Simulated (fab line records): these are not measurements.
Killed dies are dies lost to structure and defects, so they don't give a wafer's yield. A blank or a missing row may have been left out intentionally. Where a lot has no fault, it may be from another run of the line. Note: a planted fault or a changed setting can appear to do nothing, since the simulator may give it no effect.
fab line records	flow gf180mcu
record: lots: 12	wafers: 36	lastDay: 34
route steps=602 shown HV_LDD@212 NSD@247 M1@316 V1@356
lots with no fault: from the same line, run without faults
startH: start of the lot's first displayed wafer, in hours after the record's first day	waitH: time in hours since the lot's previous step	" the same as in the row above	L1.1+2: a row that stands for several wafers	- no value, or no start given	* or withheld: withheld	< > ~ a bound
route shown NAME@n: names a module that has steps shown in the file, with the first one's number in the route	usual: average and standard deviation across the fault-free wafers	same: alike in all rows	chamber/n: place in a boat	sites: the reading at each site	_std_site: their standard deviation	_edge_site: outer sites' mean less inner sites'	radiusMm: for every site, how far away it sits from the centre of the wafer	mask NAME#n: copy n	behind: the last tool/chamber to shape the wafer	hold: the reason the lot was held/the length of the hold in hours/how it ended	device: whichever transistor did not switch (one of n, p or np)	end of line: tests run on the same wafers once the route is complete	a step with no rows: only its recipe	killed: count of dies lost to structure and defects at first sort (not the wafer's yield)	map: a wafer's dies, x killed, . not, _ none there
set.NAME: the setting the step ran with; set.NAME@STEP: the setting that earlier step ran with	model.NAME: the simulator's own value behind a step, which no gauge read
steps of the route over a sample of lots; a table a step, a row a wafer
services: a tool's chamber out of use, with start hour (startH, from the record's first day; less than 0 if before it), hours out, and reason
== steps ==
step: GF_HV_LDD_IMPLANT_36
recipe: species: P	energyKev: 60	doseCm2: 7.5e+12	tiltDeg: 30	rotationDeg: 270
usual: beamOnS: 10.00/0.21	doseIonsCm2: 7.499e+12/8.2e+09	faradayCurrentUA: 42.3/0.87	rotationDeg: 270.00/0.051
lot.wafer	tool	chamber	startH	waitH	beamOnS	doseIonsCm2	faradayCurrentUA	rotationDeg
L770.1	implanter-03	0	268.39	0.1	10.14	7.505e+12	42.0	269.95
L770.2	"	0	"	"	10.29	7.487e+12	41.2	270.06
L770.4	"	0	"	"	10.24	7.499e+12	41.4	269.96
L772.4	implanter-03	0	286.57	0.1	9.74	7.518e+12	43.2	269.95
L772.5	"	0	"	"	9.89	7.516e+12	42.7	270.03
L772.6	"	0	"	"	10.15	7.502e+12	41.7	269.97
L774.3	implanter-02	0	292.52	0.1	9.85	7.486e+12	42.8	270.05
L774.4	"	0	"	"	10.03	7.513e+12	42.2	270.02
L774.5	"	0	"	"	10.26	7.496e+12	41.2	270.07
L775.2	implanter-04	0	299.34	0.1	10.12	7.495e+12	41.7	270.00
L775.3	"	0	"	"	9.65	7.493e+12	43.6	269.93
L775.5	"	0	"	"	10.19	7.506e+12	41.6	270.01
L778.1	implanter-02	0	323.84	0.1	10.27	7.516e+12	41.1	269.98
L778.2	"	0	"	"	10.14	7.495e+12	41.5	270.00
L778.6	"	0	"	"	10.04	7.495e+12	42.2	270.03
L780.2	implanter-02	0	340.41	0.1	10.08	7.519e+12	42.0	270.03
L780.3	"	0	"	"	10.39	7.51e+12	40.7	269.92
L780.5	"	0	"	"	9.97	7.5e+12	42.6	269.98
L781.3	implanter-02	0	349.22	0.1	10.03	5.618e+12	31.6	270.00
L781.5	"	0	"	"	9.94	5.617e+12	31.8	270.04
L781.6	"	0	"	"	10.09	5.621e+12	31.2	270.04
L782.1	implanter-02	0	352.54	0.1	10.07	5.596e+12	31.4	269.97
L782.3	"	0	"	"	10.08	5.605e+12	31.3	269.99
L782.6	"	0	"	"	9.80	5.593e+12	32.0	270.10
L785.1	implanter-02	0	380.34	0.1	9.92	5.612e+12	32.1	269.93
L785.2	"	0	"	"	10.08	5.629e+12	31.5	269.97
L785.3	"	0	"	"	9.98	5.619e+12	31.7	270.05
L790.4	implanter-03	0	415.41	0.1	9.98	7.491e+12	42.4	270.05
L790.5	"	0	"	"	10.31	7.494e+12	40.9	269.97
L790.6	"	0	"	"	9.81	7.483e+12	42.9	270.00
L791.2	implanter-04	0	424.36	0.1	10.22	7.504e+12	41.4	269.99
L791.4	"	0	"	"	10.25	7.505e+12	41.2	270.04
L791.6	"	0	"	"	10.19	7.493e+12	41.5	269.97
L792.1	implanter-03	0	432.72	0.1	9.77	7.492e+12	43.2	269.97
L792.5	"	0	"	"	10.16	7.497e+12	41.6	269.98
L792.6	"	0	"	"	9.60	7.506e+12	43.7	269.98
step: GF_HV_LDD_TW_MEAS_38
usual: HV_LDD_3_TW: 1439/7.2
lot.wafer	tool	chamber	startH	waitH	HV_LDD_3_TW
L770.1	filmMetro-03	-	268.64	0.1	1454
L770.2	"	-	"	"	1454
L770.4	"	-	"	"	1446
L772.4	filmMetro-04	-	286.77	0.1	1432
L772.5	"	-	"	"	1439
L772.6	"	-	"	"	1438
L774.3	filmMetro-04	-	292.74	0.1	1425
L774.4	"	-	"	"	1432
L774.5	"	-	"	"	1425
L775.2	filmMetro-04	-	299.58	0.1	1425
L775.3	"	-	"	"	1429
L775.5	"	-	"	"	1423
L778.1	filmMetro-03	-	324.09	0.1	1438
L778.2	"	-	"	"	1437
L778.6	"	-	"	"	1438
L780.2	filmMetro-01	-	340.65	0.1	1430
L780.3	"	-	"	"	1430
L780.5	"	-	"	"	1433
L781.3	filmMetro-01	-	349.44	0.1	1412
L781.5	"	-	"	"	1404
L781.6	"	-	"	"	1404
L782.1	filmMetro-04	-	352.79	0.1	1401
L782.3	"	-	"	"	1392
L782.6	"	-	"	"	1405
L785.1	filmMetro-01	-	380.59	0.1	1405
L785.2	"	-	"	"	1408
L785.3	"	-	"	"	1412
L790.4	filmMetro-03	-	415.62	0.1	1448
L790.5	"	-	"	"	1443
L790.6	"	-	"	"	1437
L791.2	filmMetro-01	-	424.60	0.1	1444
L791.4	"	-	"	"	1439
L791.6	"	-	"	"	1452
L792.1	filmMetro-04	-	432.97	0.1	1427
L792.5	"	-	"	"	1431
L792.6	"	-	"	"	1429
step: GF_HV_LDD_RS_MEAS_53
recipe: thkMeasGauge: four-point-probe
usual: HV_LDD_RS: 418.6/1
lot.wafer	tool	chamber	startH	waitH	HV_LDD_RS[ohm/sq]
L770.1	filmMetro-04	-	289.45	0.1	419.4
L770.2	"	-	"	"	419.0
L770.4	"	-	"	"	419.8
L772.4	filmMetro-01	-	306.56	0.1	419.4
L772.5	"	-	"	"	420.1
L772.6	"	-	"	"	421.2
L774.3	filmMetro-04	-	313.63	0.1	417.5
L774.4	"	-	"	"	417.8
L774.5	"	-	"	"	417.8
L775.2	filmMetro-03	-	320.77	0.1	418.1
L775.3	"	-	"	"	418.3
L775.5	"	-	"	"	417.6
L778.1	filmMetro-01	-	345.70	0.1	420.3
L778.2	"	-	"	"	418.9
L778.6	"	-	"	"	419.4
L780.2	filmMetro-03	-	363.08	0.1	418.7
L780.3	"	-	"	"	418.3
L780.5	"	-	"	"	419.3
L781.3	filmMetro-04	-	372.26	0.1	423.0
L781.5	"	-	"	"	424.0
L781.6	"	-	"	"	422.4
L782.1	filmMetro-01	-	375.30	0.1	424.1
L782.3	"	-	"	"	423.4
L782.6	"	-	"	"	422.8
L785.1	filmMetro-01	-	403.42	0.1	424.6
L785.2	"	-	"	"	425.1
L785.3	"	-	"	"	424.4
L790.4	filmMetro-01	-	440.26	0.1	416.8
L790.5	"	-	"	"	417.8
L790.6	"	-	"	"	416.8
L791.2	filmMetro-04	-	449.82	0.1	418.6
L791.4	"	-	"	"	418.1
L791.6	"	-	"	"	418.8
L792.1	filmMetro-04	-	457.36	0.1	418.7
L792.5	"	-	"	"	419.3
L792.6	"	-	"	"	418.4
step: GF_NSD_TW_MEAS_12
usual: NSD_TW: 4230/31
lot.wafer	tool	chamber	startH	waitH	NSD_TW
L770.1	filmMetro-02	-	312.92	0.1	4213
L770.2	"	-	"	"	4216
L770.4	"	-	"	"	4196
L772.4	filmMetro-02	-	331.90	0.1	4223
L772.5	"	-	"	"	4221
L772.6	"	-	"	"	4203
L774.3	filmMetro-04	-	338.13	0.1	4270
L774.4	"	-	"	"	4247
L774.5	"	-	"	"	4261
L775.2	filmMetro-02	-	346.37	0.1	4175
L775.3	"	-	"	"	4194
L775.5	"	-	"	"	4188
L778.1	filmMetro-04	-	371.07	0.1	4261
L778.2	"	-	"	"	4275
L778.6	"	-	"	"	4254
L780.2	filmMetro-02	-	388.37	0.1	4222
L780.3	"	-	"	"	4235
L780.5	"	-	"	"	4216
L781.3	filmMetro-02	-	398.08	0.1	4225
L781.5	"	-	"	"	4239
L781.6	"	-	"	"	4229
L782.1	filmMetro-02	-	401.57	0.1	4211
L782.3	"	-	"	"	4210
L782.6	"	-	"	"	4212
L785.1	filmMetro-02	-	429.77	0.1	4229
L785.2	"	-	"	"	4218
L785.3	"	-	"	"	4224
L790.4	filmMetro-02	-	467.55	0.1	4211
L790.5	"	-	"	"	4226
L790.6	"	-	"	"	4171
L791.2	filmMetro-04	-	476.67	0.1	4227
L791.4	"	-	"	"	4249
L791.6	"	-	"	"	4244
L792.1	filmMetro-02	-	485.97	0.1	4212
L792.5	"	-	"	"	4220
L792.6	"	-	"	"	4216
step: GF_M1_SPUTTER_01
recipe: material: TiN	targetThkNm: 30	powerW: 6500	timeS: 25	chamberPressurePa: 0.4
usual: throttleValvePct: 29.8/0.89
lot.wafer	tool	chamber	startH	waitH	throttleValvePct
L770.1	pvdSputter-04	-	380.02	0.1	29.1
L770.2	"	-	"	"	29.2
L770.4	"	-	"	"	29.3
L772.4	pvdSputter-01	-	401.32	0.1	30.8
L772.5	"	-	"	"	31.1
L772.6	"	-	"	"	28.8
L774.3	pvdSputter-01	-	409.38	0.1	29.1
L774.4	"	-	"	"	29.3
L774.5	"	-	"	"	29.0
L775.2	pvdSputter-01	-	418.31	0.1	28.8
L775.3	"	-	"	"	31.0
L775.5	"	-	"	"	30.7
L778.1	pvdSputter-04	-	443.23	0.1	29.0
L778.2	"	-	"	"	29.3
L778.6	"	-	"	"	28.9
L780.2	pvdSputter-04	-	462.41	0.1	28.8
L780.3	"	-	"	"	29.4
L780.5	"	-	"	"	28.8
L781.3	pvdSputter-04	-	471.80	0.1	31.0
L781.5	"	-	"	"	31.0
L781.6	"	-	"	"	29.3
L782.1	pvdSputter-02	-	477.11	0.1	30.2
L782.3	"	-	"	"	29.7
L782.6	"	-	"	"	30.3
L785.1	pvdSputter-04	-	505.26	0.1	28.9
L785.2	"	-	"	"	29.4
L785.3	"	-	"	"	31.3
L790.4	pvdSputter-04	-	540.66	0.1	28.9
L790.5	"	-	"	"	28.7
L790.6	"	-	"	"	29.3
L791.2	pvdSputter-04	-	549.92	0.1	31.2
L791.4	"	-	"	"	29.2
L791.6	"	-	"	"	31.1
L792.1	pvdSputter-04	-	559.41	0.1	29.2
L792.5	"	-	"	"	29.0
L792.6	"	-	"	"	29.4
step: GF_V1_SPUTTER_21
recipe: material: Ti	targetThkNm: 15	chamberPressurePa: 5	powerW: 2500	substrateTempC: 200	timeS: 80.02
usual: throttleValvePct: 29.9/0.78
lot.wafer	tool	chamber	startH	waitH	throttleValvePct
L770.1	pvdSputter-02	-	433.29	0.0	30.3
L770.2	"	-	"	"	29.6
L770.4	"	-	"	"	30.5
L772.4	pvdSputter-02	-	451.80	0.0	29.9
L772.5	"	-	"	"	30.3
L772.6	"	-	"	"	29.8
L774.3	pvdSputter-03	-	459.38	0.0	31.3
L774.4	"	-	"	"	29.6
L774.5	"	-	"	"	31.3
L775.2	pvdSputter-02	-	469.89	0.0	30.4
L775.3	"	-	"	"	29.7
L775.5	"	-	"	"	30.1
L778.1	pvdSputter-02	-	494.33	0.0	29.9
L778.2	"	-	"	"	30.7
L778.6	"	-	"	"	30.2
L780.2	pvdSputter-03	-	512.38	0.0	29.7
L780.3	"	-	"	"	30.1
L780.5	"	-	"	"	30.1
L781.3	pvdSputter-04	-	521.21	0.0	28.6
L781.5	"	-	"	"	29.2
L781.6	"	-	"	"	31.5
L782.1	pvdSputter-04	-	527.28	0.0	29.4
L782.3	"	-	"	"	31.0
L782.6	"	-	"	"	28.9
L785.1	pvdSputter-03	-	553.28	0.0	29.7
L785.2	"	-	"	"	30.2
L785.3	"	-	"	"	31.4
L790.4	pvdSputter-02	-	587.33	0.0	30.4
L790.5	"	-	"	"	30.4
L790.6	"	-	"	"	30.3
L791.2	pvdSputter-03	-	595.42	0.0	29.6
L791.4	"	-	"	"	30.1
L791.6	"	-	"	"	29.7
L792.1	pvdSputter-04	-	604.63	0.0	29.2
L792.5	"	-	"	"	29.1
L792.6	"	-	"	"	28.8
== services ==
tool	chamber	startH	hours	kind
pvdSputter-04	-	284.16	10.6	repair
pvdSputter-02	-	286.17	3.4	repair
pvdSputter-01	-	291.33	16.7	repair
implanter-04	-	303.31	4.0	repair
implanter-04	-	320.00	4.6	pm
pvdSputter-02	-	328.27	1.8	repair
implanter-04	-	329.46	4.9	pm
implanter-03	-	335.59	1.6	repair
implanter-04	-	359.64	3.3	repair
pvdSputter-02	-	372.60	4.0	repair
implanter-02	-	386.10	8.2	repair
pvdSputter-02	-	391.63	4.7	repair
pvdSputter-02	-	393.45	2.8	repair
implanter-04	-	394.05	0.7	repair
implanter-04	-	400.23	4.9	repair
pvdSputter-02	-	409.74	11.6	repair
implanter-04	-	457.73	2.0	repair
implanter-03	-	471.48	1.6	repair
implanter-03	-	508.42	5.4	pm
pvdSputter-01	-	516.80	0.6	repair
implanter-02	-	551.36	2.4	repair
implanter-02	-	560.88	4.6	pm
implanter-03	-	564.43	2.8	pm
implanter-02	-	602.10	3.2	repair
== key ==
firstSign: step: GF_HV_LDD_IMPLANT_36	reading: doseIonsCm2	direction: down	sigmas: 99+	usual: 7.499e+12	struck: 5.612e+12
effect: step: GF_HV_LDD_IMPLANT_36	reading: faradayCurrentUA	direction: down	sigmas: 12	usual: 42.3	struck: 31.6
effect: step: GF_HV_LDD_TW_MEAS_38	reading: HV_LDD_3_TW	direction: down	sigmas: 4.7	usual: 1439	struck: 1405
effect: step: GF_HV_LDD_RS_MEAS_53	reading: HV_LDD_RS	direction: up	sigmas: 5.1	usual: 418.6	struck: 423.7
metAt GF_HV_LDD_IMPLANT_36
struckLots L781,L782,L785
testerLeftOut L781,L782,L785
notActingAt GF_NSD_TW_MEAS_12,GF_M1_SPUTTER_01,GF_V1_SPUTTER_21
onsetBetween 340.41 349.22
fault: kind: processParameterDrift	tool: implanter-02	chamber: -	onsetH: 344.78	steps: GF_HV_LDD_IMPLANT_36	channel: doseCm2	offset: -1.8867e+12	shape: step	endH: 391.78	actsIn: theseRecipesOnly	stated: 7.5e+12
testerLeftOut: of these lots the tester's yield and bins aren't shown, on N5 and GAA mostly nor the transistor test; their killed dies are dies lost to structure and defects alone, not to doping, threshold or leakage, so they don't give the yield
